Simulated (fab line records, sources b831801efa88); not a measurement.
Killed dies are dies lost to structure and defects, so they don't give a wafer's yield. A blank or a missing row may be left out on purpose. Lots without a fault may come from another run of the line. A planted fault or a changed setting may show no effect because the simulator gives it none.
Chamber matching | flow gf180mcu | GF_V5_CMP_26 on cmp-02: 4 sister chambers
The step polishes, stops on SiO2, t overpolish 15 s, target thk 0 nm. 4 wafers are shown with their chamber, then 8 later ones without.

WAFERS WITH THEIR CHAMBER
wafer  | chamber | motor_current_A (A)
L526.5 | 3       | 12.1
L531.5 | 1       | 10.8
L531.6 | 0       | 10.9
L533.1 | 2       | 11.1

WAFERS WITHOUT THEIR CHAMBER
wafer  | motor_current_A (A)
L533.2 | 10.3
L533.5 | 10.9
L534.1 | 12.8
L534.3 | 10.6
L534.4 | 10.7
L541.1 | 11.0
L541.3 | 11.7
L541.4 | 10.6

WHICH CHAMBER EACH WENT THROUGH
wafer  | from the rows above               | in truth
L533.2 | can't be placed: 1 or 0 or 2      | 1
L533.5 | can't be placed: 0 or 1 or 2      | 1
L534.1 | 3                                 | 3
L534.3 | can't be placed: 1 or 0 or 2      | 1
L534.4 | can't be placed: 1 or 0 or 2      | 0
L541.1 | can't be placed: 0 or 2 or 1      | 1
L541.3 | can't be placed: 3 or 2 or 0 or 1 | 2
L541.4 | can't be placed: 1 or 0 or 2      | 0
Placed correctly: 1 of 8. Can't be placed from these rows: 7 (the true chamber is among the candidates in 7). Placed wrongly: 0.
How it was worked out, from the rows above alone: a wafer's distance from a chamber is the root of the sum, over the readings, of the square of ((its reading less the chamber's mean) divided by the reading's scatter). The wafer belongs to the nearest chamber; if the next one is less than 2 further off, it can't be placed. A chamber's mean is the mean of its shown wafers. The scatter: with one shown wafer a chamber, the root of the mean of the squares of how far each hidden wafer lies from its nearest shown one.
